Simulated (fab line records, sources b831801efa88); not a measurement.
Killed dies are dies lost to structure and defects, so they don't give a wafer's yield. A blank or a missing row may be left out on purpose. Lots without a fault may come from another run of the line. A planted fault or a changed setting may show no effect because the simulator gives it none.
A struck lot beside a sound one | flow gf180mcu | 16 steps out of a route of 602
Sound: wafers L197.2, L197.3, L197.4. Struck: wafers L209.1, L209.2, L209.5. The cause comes at the end.
At each step with rows: each side's tool, then ch and its chambers, then its first start. Under that, the readings that differ: sound wafers | struck wafers | difference of the means | sigmas: that difference in standard deviations of wafers without a fault.
alike: readings whose means differ by less than 2 such deviations, and words and numbers that are the same on both sides. not compared: withheld readings, readings that some wafer has no value for, bounds like >300 that may hide the same value, and numbers for which the record gives no deviation and whose values overlap.
The two part at a step that has a row with sigmas, a row that says differs or no value, or rows on one side only. Numbers that don't overlap but have no deviation are shown without sigmas and don't part them. A reading that every wafer of one side lacks parts them only if that side has two wafers or more.

first, 1 step without rows for these wafers: GF_HV_LDD_IMPLANT_36.
GF_HV_LDD_STRIP_37: strips in O2/N2.
  sound on plasma_asher-01 ch 0,1, day 12 12:44; struck on plasma_asher-01 ch 0,1, day 16 15:04
  alike: drypump_motor_current_A, heater_power_w, n2_flow_sccm, o2_flow_sccm, oes_product_au, platen_temp_c, strip_time_to_endpoint_s
  not compared: rf_hours_counter_h
GF_HV_LDD_TW_MEAS_38:
  sound on film_metro-04, day 12 12:51; struck on film_metro-03, day 16 15:10
  alike: HV_LDD_3_TW
then, 7 steps without rows for these wafers: GF_HV_LDD_DEHYDRATE_39 (time 60 s); GF_HV_LDD_HMDS_40 (prime time 60 s); GF_HV_LDD_COAT_41 (resist thk 1000 nm); GF_HV_LDD_SOFTBAKE_42 (time 60 s); GF_HV_LDD_EXPOSE_43 (exposes mask Pplus HV AREA, target cd 400 nm); GF_HV_LDD_PEB_44; GF_HV_LDD_DEVELOP_45 (develop time 60 s).
GF_HV_LDD_CD_MEAS_46: target cd 400 nm.
  sound on cd_sem-02, day 13 07:41; struck on cd_sem-01, day 17 14:16
  alike: cd_nm
GF_HV_LDD_OVL_MEAS_47:
  sound on overlay-02, day 13 07:47; struck on overlay-02, day 17 14:23
  alike: HV_LDD_03_OVL
GF_HV_LDD_IMPLANT_48:
  sound on implanter-04 ch 0, day 13 07:50; struck on implanter-02 ch 0, day 17 14:25
  reading            | sound                         | struck                           | difference  | sigmas
  beam_on_s (s)      | 9.90 10.20 10.13              | 10.57 10.84 10.81                | +0.66       | +3
  dose_ions_cm2      | 2.997e+13 2.995e+13 2.995e+13 | 1.1192e+14 1.1192e+14 1.1195e+14 | +8.1973e+13 | +99 or more
  faraday_current_uA | 171 166 167                   | 595 582 588                      | +420        | +99 or more
  alike: beam_energy_keV
GF_HV_LDD_STRIP_49: strips in O2/N2.
  sound on plasma_asher-01 ch 0,1, day 13 07:58; struck on plasma_asher-02 ch 0,1, day 17 14:34
  reading                      | sound             | struck            | difference | sigmas
  strip_time_to_endpoint_s (s) | 12.64 12.67 12.67 | 12.61 12.60 12.58 | -0.06      | -2
  alike: drypump_motor_current_A, heater_power_w, n2_flow_sccm, o2_flow_sccm, oes_product_au, platen_temp_c
  not compared: rf_hours_counter_h
GF_HV_LDD_TW_MEAS_50:
  sound on film_metro-01, day 13 08:04; struck on film_metro-03, day 17 14:58
  reading     | sound       | struck      | difference | sigmas
  HV_LDD_4_TW | 574 571 573 | 864 861 866 | +291       | +86
  not compared: hold
GF_PASSIVATION_PROBE_99:
  the record has rows for the sound wafers here (prober-02, day 30 00:56) and none for the struck ones

WHERE THEY PART
First at GF_HV_LDD_IMPLANT_48; last, within this record, at GF_PASSIVATION_PROBE_99.

WHY: what the simulator had put in
Process parameter drift: implanter-02, from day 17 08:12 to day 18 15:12, at GF_HV_LDD_IMPLANT_48. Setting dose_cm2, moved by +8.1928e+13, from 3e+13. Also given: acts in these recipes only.
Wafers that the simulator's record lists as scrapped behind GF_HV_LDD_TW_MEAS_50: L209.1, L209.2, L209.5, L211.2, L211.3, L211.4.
